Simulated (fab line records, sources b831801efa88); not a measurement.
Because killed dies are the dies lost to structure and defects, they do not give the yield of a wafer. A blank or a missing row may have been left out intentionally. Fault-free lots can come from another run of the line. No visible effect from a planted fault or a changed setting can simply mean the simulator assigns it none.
fab line records -- flow gf180mcu -- part 1 of 2: steps 1 to 30 of 43
record: lots: 5, wafers: 15, lastDay: 34
route steps=602 shown PSD@259 NSD@262 SAB@264 SALICIDE@278 CONTACT@287
lots that met no fault: taken from a fault-free run of the same line
startH: the number of hours between the record's first day and the start of the first shown wafer of the lot -- waitH: hours from the lot's prior step to this one -- " unchanged from the row above -- L1.1+2: a single row standing in for several wafers -- - no value, or no start was given -- * or withheld: withheld -- < > ~ a bound
route shown NAME@n: NAME is a module with steps in the file, n the number in the route of the first one -- usual: the fault-free wafers' mean and standard deviation -- same: alike in all rows -- chamber/n: place in a boat -- sites: per-site readings -- _std_site: how widely they spread, as a standard deviation -- _edge_site: mean of outer sites minus mean of inner sites -- radiusMm: how far each site lies from the wafer's centre -- mask NAME#n: copy n -- behind: the last tool/chamber to shape the wafer -- hold: cause of the lot's hold/its duration in hours/its outcome -- device: the transistor (n, p or np) that didn't switch -- end of line: the tests these same wafers got at the end of their route -- a step without rows: its recipe alone -- killed: the dies lost at the first sort to structure and to defects; this is not the yield of the wafer -- map: dies across one wafer; x = killed, . = not, _ = none there
set.NAME: setting as actually run; set.NAME@STEP: the setting as run at that earlier step -- model.NAME: the simulator's own value behind a step, which no gauge read
certain route steps with their lots: each step a table, each wafer a row
services: the hour from which a tool's chamber was out of use, counted from the record's first day as startH (under 0 if before that day), plus the number of hours and why
== steps ==
step: GF_PSD_TW_MEAS_11
usual: PSD_TW: 3164/33
lot.wafer,tool,chamber,startH,waitH,PSD_TW
L075.1,filmMetro-01,-,322.35,0.1,3161
L075.4,filmMetro-01,-,322.35,0.1,3149
L075.5,filmMetro-01,-,322.35,0.1,3155
L081.1,filmMetro-02,-,377.75,0.1,3147
L081.3,filmMetro-02,-,377.75,0.1,3148
L081.4,filmMetro-02,-,377.75,0.1,3144
L086.1,filmMetro-04,-,415.70,0.1,3221
L086.2,filmMetro-04,-,415.70,0.1,3231
L086.6,filmMetro-04,-,415.70,0.1,3252
L096.1,filmMetro-04,-,506.10,0.1,3213
L096.2,filmMetro-04,-,506.10,0.1,3212
L096.3,filmMetro-04,-,506.10,0.1,3212
L097.2,filmMetro-01,-,516.31,0.1,3152
L097.4,filmMetro-01,-,516.31,0.1,3156
L097.6,filmMetro-01,-,516.31,0.1,3170
step: GF_PSD_CLEAN_12
recipe: chemistry: SC1/SC2, mix: 1:4:20, tempC: 70, timeS: 150, dry: n2Spin
lot.wafer,tool,chamber,startH,waitH
L075.1+4+5,wetBench-01,3,322.41,0.1
L081.1+3+4,wetBench-04,3,377.81,0.1
L086.1+2+6,wetBench-04,0,415.76,0.1
L096.1+2+3,wetBench-04,3,506.16,0.1
L097.2+4+6,wetBench-04,2,516.36,0.0
step: GF_PSD_RTA_13
recipe: tempC: 1025, timeS: 20, ambient: N2
usual: lampPowerPct: 31.3/2.6, wafer_temp_C_max: 1029.1/0.87
lot.wafer,tool,chamber,startH,waitH,lampPowerPct,wafer_temp_C_max
L075.1,rtpAnneal-01,0,322.46,0.0,34.2,1027.8
L075.4,rtpAnneal-01,0,322.46,0.0,34.2,1030.4
L075.5,rtpAnneal-01,0,322.46,0.0,34.2,1028.2
L081.1,rtpAnneal-02,0,377.91,0.0,28.9,1029.0
L081.3,rtpAnneal-02,0,377.91,0.0,28.8,1030.2
L081.4,rtpAnneal-02,0,377.91,0.0,28.9,1029.6
L086.1,rtpAnneal-01,0,415.87,0.0,34.2,1029.4
L086.2,rtpAnneal-01,0,415.87,0.0,34.2,1028.3
L086.6,rtpAnneal-01,0,415.87,0.0,34.2,1029.2
L096.1,rtpAnneal-02,0,506.21,0.0,28.9,1028.3
L096.2,rtpAnneal-02,0,506.21,0.0,28.9,1029.8
L096.3,rtpAnneal-02,0,506.21,0.0,28.9,1029.2
L097.2,rtpAnneal-02,0,516.42,0.0,28.9,1030.3
L097.4,rtpAnneal-02,0,516.42,0.0,28.9,1028.9
L097.6,rtpAnneal-02,0,516.42,0.0,28.9,1029.3
step: GF_PSD_RS_MEAS_14
recipe: thkMeasGauge: four-point-probe
usual: NSD_RS: 46.13/0.092
lot.wafer,tool,chamber,startH,waitH,NSD_RS[ohm/sq]
L075.1,filmMetro-02,-,322.54,0.1,46.14
L075.4,filmMetro-02,-,322.54,0.1,46.09
L075.5,filmMetro-02,-,322.54,0.1,46.16
L081.1,filmMetro-01,-,377.99,0.1,46.13
L081.3,filmMetro-01,-,377.99,0.1,45.95
L081.4,filmMetro-01,-,377.99,0.1,46.02
L086.1,filmMetro-04,-,415.95,0.1,46.17
L086.2,filmMetro-04,-,415.95,0.1,46.10
L086.6,filmMetro-04,-,415.95,0.1,46.22
L096.1,filmMetro-02,-,506.29,0.1,46.35
L096.2,filmMetro-02,-,506.29,0.1,46.30
L096.3,filmMetro-02,-,506.29,0.1,46.24
L097.2,filmMetro-04,-,516.51,0.1,45.96
L097.4,filmMetro-04,-,516.51,0.1,46.11
L097.6,filmMetro-04,-,516.51,0.1,46.07
step: GF_PSD_RS_MEAS_15
recipe: thkMeasGauge: four-point-probe
usual: PSD_RS: 108.5/0.32
lot.wafer,tool,chamber,startH,waitH,PSD_RS[ohm/sq]
L075.1,filmMetro-02,-,322.66,0.1,108.6
L075.4,filmMetro-02,-,322.66,0.1,108.6
L075.5,filmMetro-02,-,322.66,0.1,108.9
L081.1,filmMetro-01,-,378.11,0.1,108.6
L081.3,filmMetro-01,-,378.11,0.1,108.4
L081.4,filmMetro-01,-,378.11,0.1,108.4
L086.1,filmMetro-04,-,416.07,0.1,108.8
L086.2,filmMetro-04,-,416.07,0.1,108.6
L086.6,filmMetro-04,-,416.07,0.1,108.7
L096.1,filmMetro-02,-,506.41,0.1,109.2
L096.2,filmMetro-02,-,506.41,0.1,109.2
L096.3,filmMetro-02,-,506.41,0.1,108.9
L097.2,filmMetro-04,-,516.63,0.1,108.6
L097.4,filmMetro-04,-,516.63,0.1,108.7
L097.6,filmMetro-04,-,516.63,0.1,108.2
step: GF_SAB_CVD_00
recipe: material: SiO2, targetThkNm: 50, precursor: TEOS, tempC: 400, timeS: 4.9302, rfW: 600
usual: heaterPowerW: 651/77
lot.wafer,tool,chamber,startH,waitH,heaterPowerW,sinceWetCleanH
L075.1,pecvd-03,2,322.78,0.1,743,565
L075.4,pecvd-03,0,322.78,0.1,733,-
L075.5,pecvd-03,1,322.78,0.1,652,-
L081.1,pecvd-02,1,378.23,0.1,514,204
L081.3,pecvd-02,2,378.23,0.1,742,204
L081.4,pecvd-02,0,378.23,0.1,703,-
L086.1,pecvd-02,1,416.19,0.1,592,242
L086.2,pecvd-02,0,416.19,0.1,617,242
L086.6,pecvd-02,2,416.19,0.1,649,-
L096.1,pecvd-02,0,506.53,0.1,686,332
L096.2,pecvd-02,2,506.53,0.1,705,332
L096.3,pecvd-02,1,506.53,0.1,575,332
L097.2,pecvd-03,2,516.73,0.1,651,759
L097.4,pecvd-03,1,516.73,0.1,602,-
L097.6,pecvd-03,0,516.73,0.1,675,-
step: GF_SAB_THK_MEAS_01
recipe: reads: SiO2_of_SAB_CVD_00
usual: SAB_CVD_00_THK: 49.7/0.73
lot.wafer,tool,chamber,startH,waitH,SAB_CVD_00_THK[nm]
L075.1,filmMetro-04,-,322.80,0.0,50.1
L075.4,filmMetro-04,-,322.80,0.0,50.9
L075.5,filmMetro-04,-,322.80,0.0,49.9
L081.1,filmMetro-02,-,378.25,0.0,49.5
L081.3,filmMetro-02,-,378.25,0.0,48.7
L081.4,filmMetro-02,-,378.25,0.0,50.3
L086.1,filmMetro-02,-,416.21,0.0,49.7
L086.2,filmMetro-02,-,416.21,0.0,49.3
L086.6,filmMetro-02,-,416.21,0.0,49.2
L096.1,filmMetro-03,-,506.55,0.0,49.0
L096.2,filmMetro-03,-,506.55,0.0,48.8
L096.3,filmMetro-03,-,506.55,0.0,49.4
L097.2,filmMetro-03,-,516.76,0.0,48.7
L097.4,filmMetro-03,-,516.76,0.0,49.5
L097.6,filmMetro-03,-,516.76,0.0,50.5
step: GF_SAB_DEHYDRATE_02
recipe: tempC: 200, timeS: 60
lot.wafer,tool,chamber,startH,waitH
L075.1+4+5,lithoTrack-02,0,332.92,10.1
L081.1+3+4,lithoTrack-02,0,388.87,10.6
L086.1+2+6,lithoTrack-02,0,427.07,10.8
L096.1+2+3,lithoTrack-03,0,517.14,10.6
L097.2+4+6,lithoTrack-01,0,527.64,10.9
step: GF_SAB_HMDS_03
recipe: primeTimeS: 60, primeTempC: 120
lot.wafer,tool,chamber,startH,waitH
L075.1+4+5,lithoTrack-02,0,333.07,0.1
L081.1+3+4,lithoTrack-02,0,389.02,0.1
L086.1+2+6,lithoTrack-02,0,427.22,0.1
L096.1+2+3,lithoTrack-03,0,517.29,0.1
L097.2+4+6,lithoTrack-01,0,527.79,0.1
step: GF_SAB_COAT_04
recipe: resist: NOVOLAK, spinRpm: 3000, resistThkNm: 1000
lot.wafer,tool,chamber,startH,waitH
L075.1+4+5,lithoTrack-02,0,333.22,0.1
L081.1+3+4,lithoTrack-02,0,389.17,0.1
L086.1+2+6,lithoTrack-02,0,427.37,0.1
L096.1+2+3,lithoTrack-03,0,517.44,0.1
L097.2+4+6,lithoTrack-01,0,527.94,0.1
step: GF_SAB_SOFTBAKE_05
recipe: tempC: 90, timeS: 60, resist: NOVOLAK
lot.wafer,tool,chamber,startH,waitH
L075.1+4+5,lithoTrack-02,0,333.37,0.1
L081.1+3+4,lithoTrack-02,0,389.32,0.1
L086.1+2+6,lithoTrack-02,0,427.52,0.1
L096.1+2+3,lithoTrack-03,0,517.59,0.1
L097.2+4+6,lithoTrack-01,0,528.09,0.1
step: GF_SAB_EXPOSE_06
recipe: maskId: SAB, targetCdNm: 420, na: 0.6, sourceShape: conventional, sigmaOuter: 0.6, doseMj: 140
usual: exposureDoseMJCm2: 139.94/0.15
lot.wafer,tool,chamber,startH,waitH,mask,exposureDoseMJCm2
L075.1,ilineStepper-01,0,-,-,SAB#0,139.77
L075.4,ilineStepper-01,0,-,-,SAB#0,139.84
L075.5,ilineStepper-01,0,-,-,SAB#0,139.97
L081.1,ilineStepper-02,0,-,-,SAB#0,139.82
L081.3,ilineStepper-02,0,-,-,SAB#0,139.94
L081.4,ilineStepper-02,0,-,-,SAB#0,139.92
L086.1,ilineStepper-01,0,-,-,SAB#0,139.95
L086.2,ilineStepper-01,0,-,-,SAB#0,139.99
L086.6,ilineStepper-01,0,-,-,SAB#0,139.87
L096.1,ilineStepper-02,0,-,-,SAB#0,139.94
L096.2,ilineStepper-02,0,-,-,SAB#0,140.03
L096.3,ilineStepper-02,0,-,-,SAB#0,139.98
L097.2,ilineStepper-01,0,-,-,SAB#0,139.78
L097.4,ilineStepper-01,0,-,-,SAB#0,139.77
L097.6,ilineStepper-01,0,-,-,SAB#0,139.85
step: GF_SAB_PEB_07
recipe: tempC: withheld, timeS: *, resist: NOVOLAK
lot.wafer,tool,chamber,startH,waitH
L075.1+4+5,lithoTrack-02,0,-,-
L081.1+3+4,lithoTrack-02,0,-,-
L086.1+2+6,lithoTrack-01,0,-,-
L096.1+2+3,lithoTrack-03,0,-,-
L097.2+4+6,lithoTrack-01,0,-,-
step: GF_SAB_DEVELOP_08
recipe: developTimeS: 60, devTempC: 23
lot.wafer,tool,chamber,startH,waitH
L075.1+4+5,lithoTrack-02,0,343.62,0.1
L081.1+3+4,lithoTrack-02,0,401.17,0.1
L086.1+2+6,lithoTrack-01,0,439.07,0.1
L096.1+2+3,lithoTrack-03,0,529.29,0.1
L097.2+4+6,lithoTrack-01,0,539.14,0.1
step: GF_SAB_CD_MEAS_09
recipe: targetCdNm: 420
usual: cdNm: 419.2/2.3
lot.wafer,tool,chamber,startH,waitH,cdNm
L075.1,cdSem-01,-,343.77,0.1,417.7
L075.4,cdSem-01,-,343.77,0.1,417.5
L075.5,cdSem-01,-,343.77,0.1,418.2
L081.1,cdSem-02,-,401.32,0.1,419.2
L081.3,cdSem-02,-,401.32,0.1,417.2
L081.4,cdSem-02,-,401.32,0.1,418.6
L086.1,cdSem-01,-,439.22,0.1,417.6
L086.2,cdSem-01,-,439.22,0.1,418.7
L086.6,cdSem-01,-,439.22,0.1,419.6
L096.1,cdSem-01,-,529.44,0.1,415.9
L096.2,cdSem-01,-,529.44,0.1,414.3
L096.3,cdSem-01,-,529.44,0.1,416.5
L097.2,cdSem-01,-,539.28,0.1,418.5
L097.4,cdSem-01,-,539.28,0.1,417.6
L097.6,cdSem-01,-,539.28,0.1,419.0
step: GF_SAB_OVL_MEAS_10
usual: SAB_OVL: 1.1/1.4
lot.wafer,tool,chamber,startH,waitH,SAB_OVL[nm]
L075.1,overlay-01,-,343.89,0.1,-1.3
L075.4,overlay-01,-,343.89,0.1,0.3
L075.5,overlay-01,-,343.89,0.1,1.1
L081.1,overlay-01,-,401.44,0.1,-1.0
L081.3,overlay-01,-,401.44,0.1,-0.1
L081.4,overlay-01,-,401.44,0.1,-0.7
L086.1,overlay-01,-,439.34,0.1,0.9
L086.2,overlay-01,-,439.34,0.1,0.0
L086.6,overlay-01,-,439.34,0.1,0.6
L096.1,overlay-01,-,529.56,0.1,3.6
L096.2,overlay-01,-,529.56,0.1,2.7
L096.3,overlay-01,-,529.56,0.1,2.9
L097.2,overlay-01,-,539.39,0.1,2.9
L097.4,overlay-01,-,539.39,0.1,0.0
L097.6,overlay-01,-,539.39,0.1,2.5
step: GF_SAB_ETCH_11
recipe: chemistry: C4F8/O2/Ar, maskMaterial: NOVOLAK, target: SiO2, targetDepthNm: 55, sourceW: 1500, biasW: 1200, pressureMtorr: 40, c4f8FlowSccm: withheld, O2_flow_sccm: 6, Ar_flow_sccm: 300, timeS: 8.5
usual: oesProductAu: 1.001/0.009
lot.wafer,tool,chamber,startH,waitH,oesProductAu,rfHoursCounterH
L075.1,rieDiel-04,0,343.92,0.0,0.996,76
L075.4,rieDiel-04,2,343.92,0.0,1.004,16
L075.5,rieDiel-04,2,343.92,0.0,1.006,-
L081.1,rieDiel-02,3,401.47,0.0,0.983,75
L081.3,rieDiel-02,2,401.47,0.0,1.016,7
L081.4,rieDiel-02,1,401.47,0.0,1.009,45
L086.1,rieDiel-04,1,439.37,0.0,0.999,37
L086.2,rieDiel-04,3,439.37,0.0,0.992,4
L086.6,rieDiel-04,1,439.37,0.0,1.010,-
L096.1,rieDiel-04,1,529.60,0.0,1.007,39
L096.2,rieDiel-04,3,529.60,0.0,1.000,6
L096.3,rieDiel-04,2,529.60,0.0,0.987,20
L097.2,rieDiel-04,2,539.42,0.0,0.998,20
L097.4,rieDiel-04,1,539.42,0.0,1.006,40
L097.6,rieDiel-04,1,539.42,0.0,0.994,-
step: GF_SAB_WET_ETCH_12
recipe: chemistry: dHF, targetDepthNm: 22, dry: n2Spin, target: SiO2, tempC: 25, dilution: 100:1, timeS: 440
lot.wafer,tool,chamber,startH,waitH
L075.1+4+5,wetBench-02,3,343.95,0.0
L081.1+3+4,wetBench-03,3,401.49,0.0
L086.1+2+6,wetBench-03,0,439.39,0.0
L096.1+2+3,wetBench-02,3,529.62,0.0
L097.2+4+6,wetBench-01,2,539.44,0.0
step: GF_SAB_STRIP_13
recipe: chemistry: O2/N2, powerW: 1400, pressureMtorr: 1500, platenTempC: 250, o2FlowSccm: 3000, n2FlowSccm: 300, overashFraction: 0.5
usual: drypumpMotorCurrentA: 5.93/0.23, heaterPowerW: 358/43, oesProductAu: 0.710/0.0046, stripTimeToEndpointS: 12.60/0.035
same: overashFraction: 0.5
lot.wafer,tool,chamber,startH,waitH,drypumpMotorCurrentA,heaterPowerW,oesProductAu,rfHoursCounterH,stripTimeToEndpointS
L075.1,plasmaAsher-04,1,344.09,0.0,6.04,332,0.712,70,12.61
L075.4,plasmaAsher-04,1,344.09,0.0,6.05,326,0.707,-,12.60
L075.5,plasmaAsher-04,0,344.09,0.0,6.25,403,0.704,-,12.60
L081.1,plasmaAsher-01,1,401.62,0.0,5.56,385,0.710,76,12.59
L081.3,plasmaAsher-01,0,401.62,0.0,5.86,418,0.713,-,12.59
L081.4,plasmaAsher-01,1,401.62,0.0,5.59,378,0.703,-,12.64
L086.1,plasmaAsher-01,1,439.54,0.0,5.54,373,0.714,1,12.58
L086.2,plasmaAsher-01,0,439.54,0.0,5.89,405,0.709,1,12.57
L086.6,plasmaAsher-01,1,439.54,0.0,5.53,369,0.706,-,12.57
L096.1,plasmaAsher-01,0,529.75,0.0,5.90,410,0.710,10,12.57
L096.2,plasmaAsher-01,1,529.75,0.0,5.56,368,0.716,10,12.54
L096.3,plasmaAsher-01,1,529.75,0.0,5.55,365,0.710,-,12.54
L097.2,plasmaAsher-02,1,539.57,0.0,6.12,307,0.710,44,12.64
L097.4,plasmaAsher-02,0,539.57,0.0,5.93,311,0.710,-,12.64
L097.6,plasmaAsher-02,1,539.57,0.0,6.11,310,0.703,-,12.62
step: GF_SALICIDE_CLEAN_00
recipe: chemistry: SC1/SC2, mix: 1:4:20, tempC: 70, timeS: 150
lot.wafer,tool,chamber,startH,waitH
L075.1+4+5,wetBench-03,1,344.19,0.1
L081.1+3+4,wetBench-04,2,401.72,0.1
L086.1+2+6,wetBench-02,3,439.64,0.1
L096.1+2+3,wetBench-04,3,529.85,0.1
L097.2+4+6,wetBench-04,0,539.67,0.1
step: GF_SALICIDE_WET_ETCH_01
recipe: chemistry: dHF, targetDepthNm: 5, dry: ipaMarangoni, target: SiO2, tempC: 25, dilution: 100:1, timeS: 100
lot.wafer,tool,chamber,startH,waitH
L075.1+4+5,wetBench-02,2,344.24,0.0
L081.1+3+4,wetBench-03,1,401.83,0.0
L086.1+2+6,wetBench-04,3,439.69,0.0
L096.1+2+3,wetBench-02,0,529.90,0.0
L097.2+4+6,wetBench-02,1,539.72,0.0
step: GF_SALICIDE_SPUTTER_02
recipe: material: Co, targetThkNm: 10, powerW: 1000, timeS: 20, chamberPressurePa: 0.4
usual: chamberPressurePa: 0.4000/0.00075, throttleValvePct: 29.6/0.93
lot.wafer,tool,chamber,startH,waitH,chamberPressurePa,throttleValvePct
L075.1,pvdSputter-03,-,344.28,0.0,0.3995,30.2
L075.4,pvdSputter-03,-,344.28,0.0,0.3996,30.2
L075.5,pvdSputter-03,-,344.28,0.0,0.3995,30.2
L081.1,pvdSputter-02,-,401.87,0.0,0.3996,30.0
L081.3,pvdSputter-02,-,401.87,0.0,0.4001,29.3
L081.4,pvdSputter-02,-,401.87,0.0,0.4001,29.2
L086.1,pvdSputter-03,-,439.73,0.0,0.3989,30.0
L086.2,pvdSputter-03,-,439.73,0.0,0.3996,30.0
L086.6,pvdSputter-03,-,439.73,0.0,0.4006,30.2
L096.1,pvdSputter-04,-,529.94,0.0,0.3994,27.9
L096.2,pvdSputter-04,-,529.94,0.0,0.4010,28.5
L096.3,pvdSputter-04,-,529.94,0.0,0.4015,28.4
L097.2,pvdSputter-02,-,539.76,0.0,0.3996,27.9
L097.4,pvdSputter-02,-,539.76,0.0,0.3998,30.0
L097.6,pvdSputter-02,-,539.76,0.0,0.4003,28.0
step: GF_SALICIDE_SPUTTER_03
recipe: material: TiN, targetThkNm: 20, powerW: 6500, timeS: 16.7, chamberPressurePa: 0.4052
usual: chamberPressurePa: 0.4052/0.00081, throttleValvePct: 29.6/0.92
lot.wafer,tool,chamber,startH,waitH,chamberPressurePa,throttleValvePct
L075.1,pvdSputter-03,-,344.30,0.0,0.4054,30.5
L075.4,pvdSputter-03,-,344.30,0.0,0.4055,30.1
L075.5,pvdSputter-03,-,344.30,0.0,0.4052,30.2
L081.1,pvdSputter-02,-,401.90,0.0,0.4061,30.0
L081.3,pvdSputter-02,-,401.90,0.0,0.4046,29.0
L081.4,pvdSputter-02,-,401.90,0.0,0.4059,29.5
L086.1,pvdSputter-03,-,439.75,0.0,0.4060,30.3
L086.2,pvdSputter-03,-,439.75,0.0,0.4042,30.5
L086.6,pvdSputter-03,-,439.75,0.0,0.4063,30.2
L096.1,pvdSputter-04,-,529.96,0.0,0.4062,27.8
L096.2,pvdSputter-04,-,529.96,0.0,0.4060,28.6
L096.3,pvdSputter-04,-,529.96,0.0,0.4062,28.5
L097.2,pvdSputter-02,-,539.79,0.0,0.4037,28.2
L097.4,pvdSputter-02,-,539.79,0.0,0.4043,30.2
L097.6,pvdSputter-02,-,539.79,0.0,0.4043,27.7
step: GF_SALICIDE_RS_MEAS_04
recipe: thkMeasGauge: four-point-probe, reads: TiN_of_SALICIDE_SPUTTER_03+Co_of_SALICIDE_SPUTTER_02
usual: SALICIDE_TIN_RS: 16.4/0.32
lot.wafer,tool,chamber,startH,waitH,SALICIDE_TIN_RS[ohm/sq]
L075.1,filmMetro-01,-,344.33,0.0,16.9
L075.4,filmMetro-01,-,344.33,0.0,16.9
L075.5,filmMetro-01,-,344.33,0.0,16.8
L081.1,filmMetro-02,-,401.92,0.0,16.1
L081.3,filmMetro-02,-,401.92,0.0,16.5
L081.4,filmMetro-02,-,401.92,0.0,16.0
L086.1,filmMetro-02,-,439.78,0.0,16.5
L086.2,filmMetro-02,-,439.78,0.0,16.9
L086.6,filmMetro-02,-,439.78,0.0,16.5
L096.1,filmMetro-02,-,529.99,0.0,15.8
L096.2,filmMetro-02,-,529.99,0.0,16.3
L096.3,filmMetro-02,-,529.99,0.0,16.2
L097.2,filmMetro-01,-,539.83,0.0,16.2
L097.4,filmMetro-01,-,539.83,0.0,16.2
L097.6,filmMetro-01,-,539.83,0.0,16.3
step: GF_SALICIDE_THK_MEAS_05
recipe: thkMeasGauge: xrf, reads: TiN_of_SALICIDE_SPUTTER_03
usual: SALICIDE_TIN_THK: 20.33/0.24
lot.wafer,tool,chamber,startH,waitH,SALICIDE_TIN_THK[nm]
L075.1,filmMetro-01,-,344.45,0.1,20.10
L075.4,filmMetro-01,-,344.45,0.1,19.96
L075.5,filmMetro-01,-,344.45,0.1,20.19
L081.1,filmMetro-02,-,402.04,0.1,20.42
L081.3,filmMetro-02,-,402.04,0.1,20.35
L081.4,filmMetro-02,-,402.04,0.1,20.39
L086.1,filmMetro-02,-,439.90,0.1,20.35
L086.2,filmMetro-02,-,439.90,0.1,20.28
L086.6,filmMetro-02,-,439.90,0.1,20.21
L096.1,filmMetro-02,-,530.11,0.1,20.63
L096.2,filmMetro-02,-,530.11,0.1,20.32
L096.3,filmMetro-02,-,530.11,0.1,20.19
L097.2,filmMetro-01,-,539.94,0.1,20.26
L097.4,filmMetro-01,-,539.94,0.1,20.33
L097.6,filmMetro-01,-,539.94,0.1,20.15
step: GF_SALICIDE_RTA_06
recipe: tempC: 530, timeS: 30, ambient: N2
usual: lampPowerPct: 5.6/0.48, wafer_temp_C_max: 532.2/0.43
lot.wafer,tool,chamber,startH,waitH,lampPowerPct,wafer_temp_C_max
L075.1,rtpAnneal-02,0,344.51,0.1,5.2,532.2
L075.4,rtpAnneal-02,0,344.51,0.1,5.2,531.6
L075.5,rtpAnneal-02,0,344.51,0.1,5.2,532.5
L081.1,rtpAnneal-02,0,402.10,0.1,5.2,531.7
L081.3,rtpAnneal-02,0,402.10,0.1,5.2,532.4
L081.4,rtpAnneal-02,0,402.10,0.1,5.2,532.8
L086.1,rtpAnneal-01,0,439.96,0.1,6.2,532.4
L086.2,rtpAnneal-01,0,439.96,0.1,6.2,533.0
L086.6,rtpAnneal-01,0,439.96,0.1,6.2,532.0
L096.1,rtpAnneal-01,0,530.17,0.1,6.2,531.9
L096.2,rtpAnneal-01,0,530.17,0.1,6.2,531.9
L096.3,rtpAnneal-01,0,530.17,0.1,6.2,532.3
L097.2,rtpAnneal-01,0,540.01,0.1,6.2,532.4
L097.4,rtpAnneal-01,0,540.01,0.1,6.2,531.5
L097.6,rtpAnneal-01,0,540.01,0.1,6.2,532.2
step: GF_SALICIDE_WET_ETCH_07
recipe: chemistry: SPM, targetDepthNm: 120, dry: n2Spin
lot.wafer,tool,chamber,startH,waitH
L075.1+4+5,wetBench-04,0,344.61,0.1
L081.1+3+4,wetBench-04,1,402.20,0.1
L086.1+2+6,wetBench-04,3,440.06,0.1
L096.1+2+3,wetBench-04,1,530.27,0.1
L097.2+4+6,wetBench-04,0,540.09,0.1
step: GF_SALICIDE_RTA_08
recipe: tempC: 800, timeS: 30, ambient: N2
usual: lampPowerPct: 16.1/1.3, wafer_temp_C_max: 803.2/0.6
lot.wafer,tool,chamber,startH,waitH,lampPowerPct,wafer_temp_C_max
L075.1,rtpAnneal-01,0,344.71,0.0,17.2,803.2
L075.4,rtpAnneal-01,0,344.71,0.0,17.2,803.3
L075.5,rtpAnneal-01,0,344.71,0.0,17.2,802.9
L081.1,rtpAnneal-01,0,402.40,0.0,17.2,804.8
L081.3,rtpAnneal-01,0,402.40,0.0,17.2,802.5
L081.4,rtpAnneal-01,0,402.40,0.0,17.3,802.8
L086.1,rtpAnneal-02,0,440.15,0.0,14.5,802.9
L086.2,rtpAnneal-02,0,440.15,0.0,14.5,803.1
L086.6,rtpAnneal-02,0,440.15,0.0,14.5,803.6
L096.1,rtpAnneal-02,0,530.36,0.0,14.5,804.5
L096.2,rtpAnneal-02,0,530.36,0.0,14.5,802.7
L096.3,rtpAnneal-02,0,530.36,0.0,14.5,802.8
L097.2,rtpAnneal-02,0,540.20,0.0,14.6,803.3
L097.4,rtpAnneal-02,0,540.20,0.0,14.5,802.7
L097.6,rtpAnneal-02,0,540.20,0.0,14.5,803.4
step: GF_CONTACT_CVD_00
recipe: material: SiO2, targetThkNm: 300, sigmaOpenFrac: 0.3, tempC: 400, timeS: 50, sih4FlowSccm: 60, pressureMtorr: 6
lot.wafer,tool,chamber,startH,waitH
L075.1+4+5,hdpcvd-01,"0,0,2",344.81,0.1
L081.1+3+4,hdpcvd-02,"2,0,1",402.50,0.1
L086.1+2+6,hdpcvd-01,"2,0,0",440.25,0.1
L096.1+2+3,hdpcvd-02,"2,0,1",530.46,0.1
L097.2+4+6,hdpcvd-01,"2,0,2",540.28,0.1
step: GF_CONTACT_THK_MEAS_01
recipe: reads: SiO2_of_CONTACT_CVD_00
usual: CONTACT_CVD_00_THK: 300/3.3
lot.wafer,tool,chamber,startH,waitH,CONTACT_CVD_00_THK[nm]
L075.1,filmMetro-01,-,344.86,0.0,298
L075.4,filmMetro-01,-,344.86,0.0,294
L075.5,filmMetro-01,-,344.86,0.0,303
L081.1,filmMetro-03,-,402.55,0.0,299
L081.3,filmMetro-03,-,402.55,0.0,300
L081.4,filmMetro-03,-,402.55,0.0,296
L086.1,filmMetro-04,-,440.30,0.0,308
L086.2,filmMetro-04,-,440.30,0.0,304
L086.6,filmMetro-04,-,440.30,0.0,305
L096.1,filmMetro-03,-,530.51,0.0,297
L096.2,filmMetro-03,-,530.51,0.0,298
L096.3,filmMetro-03,-,530.51,0.0,299
L097.2,filmMetro-01,-,540.34,0.0,302
L097.4,filmMetro-01,-,540.34,0.0,301
L097.6,filmMetro-01,-,540.34,0.0,301
